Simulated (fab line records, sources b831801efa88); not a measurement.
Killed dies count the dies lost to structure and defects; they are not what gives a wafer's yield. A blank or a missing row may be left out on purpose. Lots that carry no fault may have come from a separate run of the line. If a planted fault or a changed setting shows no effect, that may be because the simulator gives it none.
fab line records -- flow sky130
record: lots: 12, wafers: 36, last-day: 50
route steps=708 shown POLY_GATE@227 LDD_HVP@286 SPACER@305
lots with no fault: from the same line, run without faults
start-h: hours from the record's opening day to when the first of the lot's shown wafers began -- wait-h: hours since the lot's step before -- " same as the row above -- L1.1+2: one row covering several wafers at once -- - value missing, or start not given -- * or withheld: withheld -- < > ~ a bound
route shown NAME@n: names a module that has steps shown in the file, with the first one's number in the route -- usual: mean/standard deviation of fault-free wafers -- same: alike in all rows -- chamber/n: place in a boat -- sites: per-site readings -- _std_site: how widely they spread, as a standard deviation -- _edge_site: the outer-site mean with the inner-site mean subtracted -- radius-mm: for every site, how far away it sits from the centre of the wafer -- mask NAME#n: copy n -- behind: tool/chamber where the wafer was last shaped -- hold: the reason the lot was held/the length of the hold in hours/how it ended -- device: transistor that didn't switch, given as n, p or np -- end of line: tests run on the same wafers once the route is complete -- for a step that has no rows: nothing shown but its recipe -- killed: count of dies lost to structure and defects at first sort (not the wafer's yield) -- map: a wafer's dies, x killed, . not, _ none there
set.NAME: the setting as run; set.NAME@STEP: as run at that earlier step -- model.NAME: the simulator's own value behind a step, which no gauge read
the route's steps for a sample of lots (tables are steps, rows are wafers)
services: the hour from which a tool's chamber was out of use, counted from the record's first day as start-h (under 0 if before that day), plus the number of hours and why
== steps ==
step: SKY_POLY_GATE_CD_MEAS_13
recipe: target-cd-nm: 150
usual: cd-nm: 150.0/1.4
lot.wafer,tool,chamber,start-h,wait-h,cd-nm
L323.2,cd-sem-01,-,370.56,-,147.4
L323.5,cd-sem-01,-,370.56,-,149.6
L323.6,cd-sem-01,-,370.56,-,148.8
L325.2,cd-sem-01,-,390.88,-,150.4
L325.4,cd-sem-01,-,390.88,-,148.6
L325.5,cd-sem-01,-,390.88,-,149.7
L326.1,cd-sem-01,-,400.47,-,151.8
L326.3,cd-sem-01,-,400.47,-,152.5
L326.5,cd-sem-01,-,400.47,-,151.7
L327.2,cd-sem-01,-,403.63,-,149.1
L327.3,cd-sem-01,-,403.63,-,149.2
L327.4,cd-sem-01,-,403.63,-,149.4
L329.2,cd-sem-01,-,421.23,-,151.7
L329.4,cd-sem-01,-,421.23,-,152.0
L329.6,cd-sem-01,-,421.23,-,151.7
L331.2,cd-sem-01,-,442.94,-,150.5
L331.3,cd-sem-01,-,442.94,-,150.2
L331.5,cd-sem-01,-,442.94,-,150.4
L330.1,cd-sem-01,-,443.19,-,148.7
L330.5,cd-sem-01,-,443.19,-,148.1
L330.6,cd-sem-01,-,443.19,-,149.5
L338.1,cd-sem-02,-,507.01,-,150.3
L338.2,cd-sem-02,-,507.01,-,150.4
L338.3,cd-sem-02,-,507.01,-,149.8
L340.3,cd-sem-01,-,526.00,-,148.7
L340.4,cd-sem-01,-,526.00,-,149.5
L340.5,cd-sem-01,-,526.00,-,149.2
L342.3,cd-sem-01,-,544.42,-,151.3
L342.4,cd-sem-01,-,544.42,-,150.9
L342.5,cd-sem-01,-,544.42,-,150.4
L344.4,cd-sem-02,-,556.87,-,151.2
L344.5,cd-sem-02,-,556.87,-,150.7
L344.6,cd-sem-02,-,556.87,-,150.1
L345.2,cd-sem-02,-,563.63,-,152.0
L345.3,cd-sem-02,-,563.63,-,153.6
L345.5,cd-sem-02,-,563.63,-,151.2
step: SKY_LDD_HVP_IMPLANT_08
recipe: species: B, energy-kev: 20, dose-cm2: 1.7e+13, tilt-deg: 17.9
usual: dose-ions-cm2: 1.7004e+13/1.5e+10, faraday-current-uA: 95.8/1.9
lot.wafer,tool,chamber,start-h,wait-h,dose-ions-cm2,faraday-current-uA
L323.2,implanter-02,0,497.77,0.0,1.6998e+13,96.0
L323.5,implanter-02,0,497.77,0.0,1.7e+13,94.6
L323.6,implanter-02,0,497.77,0.0,1.7018e+13,92.8
L325.2,implanter-04,0,517.68,0.0,1.6998e+13,99.0
L325.4,implanter-04,0,517.68,0.0,1.7009e+13,94.8
L325.5,implanter-04,0,517.68,0.0,1.7014e+13,96.9
L326.1,implanter-02,0,526.60,0.0,1.7005e+13,96.3
L326.3,implanter-02,0,526.60,0.0,1.7013e+13,93.7
L326.5,implanter-02,0,526.60,0.0,1.7013e+13,96.7
L327.2,implanter-02,0,530.65,0.0,1.6985e+13,95.6
L327.3,implanter-02,0,530.65,0.0,1.6972e+13,95.5
L327.4,implanter-02,0,530.65,0.0,1.699e+13,95.7
L329.2,implanter-02,0,549.53,0.0,1.7004e+13,92.8
L329.4,implanter-02,0,549.53,0.0,1.7003e+13,93.1
L329.6,implanter-02,0,549.53,0.0,1.6991e+13,91.6
L331.2,implanter-04,0,567.53,0.0,1.7005e+13,96.2
L331.3,implanter-04,0,567.53,0.0,1.7003e+13,95.2
L331.5,implanter-04,0,567.53,0.0,1.7019e+13,98.9
L330.1,implanter-04,0,569.50,0.0,1.7e+13,98.8
L330.5,implanter-04,0,569.50,0.0,1.7003e+13,97.9
L330.6,implanter-04,0,569.50,0.0,1.6995e+13,94.1
L338.1,implanter-04,0,627.85,0.0,8.5473e+13,480.9
L338.2,implanter-04,0,627.85,0.0,8.5489e+13,472.3
L338.3,implanter-04,0,627.85,0.0,8.5479e+13,493.7
L340.3,implanter-04,0,646.75,0.1,8.5523e+13,484.2
L340.4,implanter-04,0,646.75,0.1,8.5488e+13,474.2
L340.5,implanter-04,0,646.75,0.1,8.551e+13,481.5
L342.3,implanter-02,0,666.20,0.1,1.7003e+13,93.4
L342.4,implanter-02,0,666.20,0.1,1.7037e+13,95.0
L342.5,implanter-02,0,666.20,0.1,1.7005e+13,94.4
L344.4,implanter-03,0,678.73,0.1,1.6991e+13,97.8
L344.5,implanter-03,0,678.73,0.1,1.7013e+13,99.3
L344.6,implanter-03,0,678.73,0.1,1.6991e+13,94.7
L345.2,implanter-02,0,681.47,0.0,1.699e+13,96.9
L345.3,implanter-02,0,681.47,0.0,1.7006e+13,94.2
L345.5,implanter-02,0,681.47,0.0,1.6993e+13,98.5
step: SKY_LDD_HVP_STRIP_09
recipe: chemistry: O2/N2, power-w: 1400, pressure-mtorr: 1500, platen-temp-c: withheld, o2-flow-sccm: 3000, n2-flow-sccm: 300, overash-fraction: 0.5
usual: drypump-motor-current-A: 5.70/0.29, oes-product-au: 0.408/0.0048, strip-time-to-endpoint-s: 4.131/0.015
lot.wafer,tool,chamber,start-h,wait-h,drypump-motor-current-A,oes-product-au,rf-hours-counter-h,strip-time-to-endpoint-s
L323.2,plasma-asher-04,0,497.90,0.1,5.25,0.406,7,4.113
L323.5,plasma-asher-04,1,497.90,0.1,5.96,0.411,-,4.119
L323.6,plasma-asher-04,0,497.90,0.1,5.26,0.407,-,4.114
L325.2,plasma-asher-02,0,517.80,0.1,5.64,0.400,77,4.131
L325.4,plasma-asher-02,1,517.80,0.1,5.97,0.409,-,4.135
L325.5,plasma-asher-02,1,517.80,0.1,5.99,0.413,-,4.117
L326.1,plasma-asher-02,0,526.75,0.1,5.63,0.407,78,4.131
L326.3,plasma-asher-02,0,526.75,0.1,5.64,0.413,-,4.119
L326.5,plasma-asher-02,1,526.75,0.1,5.99,0.411,-,4.108
L327.2,plasma-asher-02,0,530.77,0.1,5.65,0.409,78,4.130
L327.3,plasma-asher-02,1,530.77,0.1,6.00,0.403,-,4.108
L327.4,plasma-asher-02,0,530.77,0.1,5.66,0.400,-,4.119
L329.2,plasma-asher-04,1,549.65,0.1,5.97,0.410,12,4.132
L329.4,plasma-asher-04,0,549.65,0.1,5.26,0.407,-,4.133
L329.6,plasma-asher-04,1,549.65,0.1,5.98,0.410,-,4.149
L331.2,plasma-asher-03,0,567.65,0.1,5.51,0.416,77,4.143
L331.3,plasma-asher-03,0,567.65,0.1,5.51,0.404,-,4.121
L331.5,plasma-asher-03,1,567.65,0.1,5.91,0.413,-,4.142
L330.1,plasma-asher-04,0,569.65,0.1,5.26,0.405,14,4.140
L330.5,plasma-asher-04,0,569.65,0.1,5.25,0.402,-,4.124
L330.6,plasma-asher-04,1,569.65,0.1,6.00,0.411,-,4.135
L338.1,plasma-asher-02,0,628.00,0.1,5.63,0.413,88,4.148
L338.2,plasma-asher-02,1,628.00,0.1,5.99,0.406,88,4.135
L338.3,plasma-asher-02,1,628.00,0.1,6.00,0.405,-,4.119
L340.3,plasma-asher-04,0,646.88,0.1,5.26,0.413,-,4.124
L340.4,plasma-asher-04,1,646.88,0.1,6.00,0.408,-,4.131
L340.5,plasma-asher-04,0,646.88,0.1,5.27,0.410,-,4.129
L342.3,plasma-asher-03,0,666.33,0.1,5.52,0.408,-,4.113
L342.4,plasma-asher-03,1,666.33,0.1,5.87,0.405,-,4.132
L342.5,plasma-asher-03,0,666.33,0.1,5.50,0.411,-,4.154
L344.4,plasma-asher-03,1,678.83,0.1,5.94,0.402,-,4.141
L344.5,plasma-asher-03,1,678.83,0.1,5.89,0.409,-,4.165
L344.6,plasma-asher-03,0,678.83,0.1,5.51,0.415,-,4.135
L345.2,plasma-asher-02,1,681.60,0.1,6.01,0.412,93,4.150
L345.3,plasma-asher-02,1,681.60,0.1,6.00,0.409,-,4.151
L345.5,plasma-asher-02,0,681.60,0.1,5.61,0.408,-,4.151
step: SKY_LDD_HVP_TW_MEAS_10
usual: LDD_HVP_TW: 458/5.4
lot.wafer,tool,chamber,start-h,wait-h,LDD_HVP_TW
L323.2,film-metro-01,-,498.01,0.1,464
L323.5,film-metro-01,-,498.01,0.1,463
L323.6,film-metro-01,-,498.01,0.1,462
L325.2,film-metro-01,-,517.91,0.1,460
L325.4,film-metro-01,-,517.91,0.1,460
L325.5,film-metro-01,-,517.91,0.1,463
L326.1,film-metro-03,-,526.85,0.1,456
L326.3,film-metro-03,-,526.85,0.1,456
L326.5,film-metro-03,-,526.85,0.1,456
L327.2,film-metro-03,-,530.88,0.1,455
L327.3,film-metro-03,-,530.88,0.1,456
L327.4,film-metro-03,-,530.88,0.1,456
L329.2,film-metro-01,-,549.76,0.1,463
L329.4,film-metro-01,-,549.76,0.1,465
L329.6,film-metro-01,-,549.76,0.1,463
L331.2,film-metro-01,-,567.76,0.1,465
L331.3,film-metro-01,-,567.76,0.1,466
L331.5,film-metro-01,-,567.76,0.1,467
L330.1,film-metro-01,-,569.75,0.1,464
L330.5,film-metro-01,-,569.75,0.1,466
L330.6,film-metro-01,-,569.75,0.1,465
L338.1,film-metro-01,-,628.10,0.1,766
L338.2,film-metro-01,-,628.10,0.1,764
L338.3,film-metro-01,-,628.10,0.1,765
L340.3,film-metro-01,-,646.97,0.1,764
L340.4,film-metro-01,-,646.97,0.1,767
L340.5,film-metro-01,-,646.97,0.1,761
L342.3,film-metro-02,-,666.42,0.1,449
L342.4,film-metro-02,-,666.42,0.1,452
L342.5,film-metro-02,-,666.42,0.1,448
L344.4,film-metro-01,-,678.93,0.1,462
L344.5,film-metro-01,-,678.93,0.1,465
L344.6,film-metro-01,-,678.93,0.1,463
L345.2,film-metro-03,-,681.71,0.1,452
L345.3,film-metro-03,-,681.71,0.1,454
L345.5,film-metro-03,-,681.71,0.1,449
step: SKY_SPACER_THK_MEAS_01
recipe: reads: Si3N4_of_SPACER_CVD_00
usual: SPACER_CVD_00_THK: 43.4/0.38
lot.wafer,tool,chamber,start-h,wait-h,SPACER_CVD_00_THK[nm]
L323.2,film-metro-04,-,530.11,0.0,43.3
L323.5,film-metro-04,-,530.11,0.0,43.5
L323.6,film-metro-04,-,530.11,0.0,42.8
L325.2,film-metro-03,-,550.82,0.0,43.4
L325.4,film-metro-03,-,550.82,0.0,43.7
L325.5,film-metro-03,-,550.82,0.0,43.1
L326.1,film-metro-02,-,558.34,0.0,43.3
L326.3,film-metro-02,-,558.34,0.0,42.7
L326.5,film-metro-02,-,558.34,0.0,43.5
L327.2,film-metro-03,-,562.43,0.0,43.3
L327.3,film-metro-03,-,562.43,0.0,43.5
L327.4,film-metro-03,-,562.43,0.0,43.6
L329.2,film-metro-04,-,582.53,0.0,43.0
L329.4,film-metro-04,-,582.53,0.0,42.7
L329.6,film-metro-04,-,582.53,0.0,43.2
L331.2,film-metro-02,-,599.91,0.0,42.8
L331.3,film-metro-02,-,599.91,0.0,42.7
L331.5,film-metro-02,-,599.91,0.0,42.8
L330.1,film-metro-02,-,601.24,0.0,43.7
L330.5,film-metro-02,-,601.24,0.0,43.2
L330.6,film-metro-02,-,601.24,0.0,43.6
L338.1,film-metro-02,-,659.09,0.0,43.1
L338.2,film-metro-02,-,659.09,0.0,43.2
L338.3,film-metro-02,-,659.09,0.0,43.3
L340.3,film-metro-03,-,677.93,0.0,43.6
L340.4,film-metro-03,-,677.93,0.0,43.3
L340.5,film-metro-03,-,677.93,0.0,43.5
L342.3,film-metro-03,-,699.23,0.0,43.5
L342.4,film-metro-03,-,699.23,0.0,43.2
L342.5,film-metro-03,-,699.23,0.0,43.4
L344.4,film-metro-04,-,709.21,0.0,42.7
L344.5,film-metro-04,-,709.21,0.0,43.0
L344.6,film-metro-04,-,709.21,0.0,43.2
L345.2,film-metro-02,-,711.90,0.0,44.1
L345.3,film-metro-02,-,711.90,0.0,43.8
L345.5,film-metro-02,-,711.90,0.0,43.7
== services ==
tool,chamber,start-h,hours,kind
implanter-03,-,479.03,4.3,repair
plasma-asher-02,-,497.32,14.6,pm
implanter-02,-,518.08,2.4,repair
implanter-03,-,529.47,4.6,repair
implanter-02,-,532.21,5.1,pm
implanter-04,-,533.28,1.2,repair
implanter-04,-,556.03,6.3,pm
implanter-04,-,570.14,2.0,repair
implanter-04,-,572.09,3.3,pm
plasma-asher-02,-,601.55,6.5,repair
plasma-asher-04,-,679.80,14.6,pm
== key ==
first-sign: step: SKY_LDD_HVP_IMPLANT_08, reading: dose-ions-cm2, direction: up, sigmas: 99+, usual: *, struck: *
effect: step: SKY_LDD_HVP_IMPLANT_08, reading: faraday-current-uA, direction: up, sigmas: 99+, usual: 95.8, struck: 481.2
effect: step: SKY_LDD_HVP_TW_MEAS_10, reading: LDD_HVP_TW, direction: up, sigmas: 56, usual: 458, struck: 765
met-at SKY_LDD_HVP_IMPLANT_08
struck-lots L338,L340
tester-left-out L338,L340
not-acting-at SKY_POLY_GATE_CD_MEAS_13,SKY_LDD_HVP_STRIP_09,SKY_SPACER_THK_MEAS_01
onset-between 569.50 627.85
fault: kind: process-parameter-drift, tool: implanter-04, chamber: -, onset-h: 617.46, steps: SKY_LDD_HVP_IMPLANT_08, channel: dose-cm2, offset: *, shape: step, end-h: 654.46, acts-in: *, stated: *
tester-left-out: of these lots the tester's yield and bins aren't shown, on N5 and GAA mostly nor the transistor test; their killed dies are dies lost to structure and defects alone, not to doping, threshold or leakage, so they don't give the yield
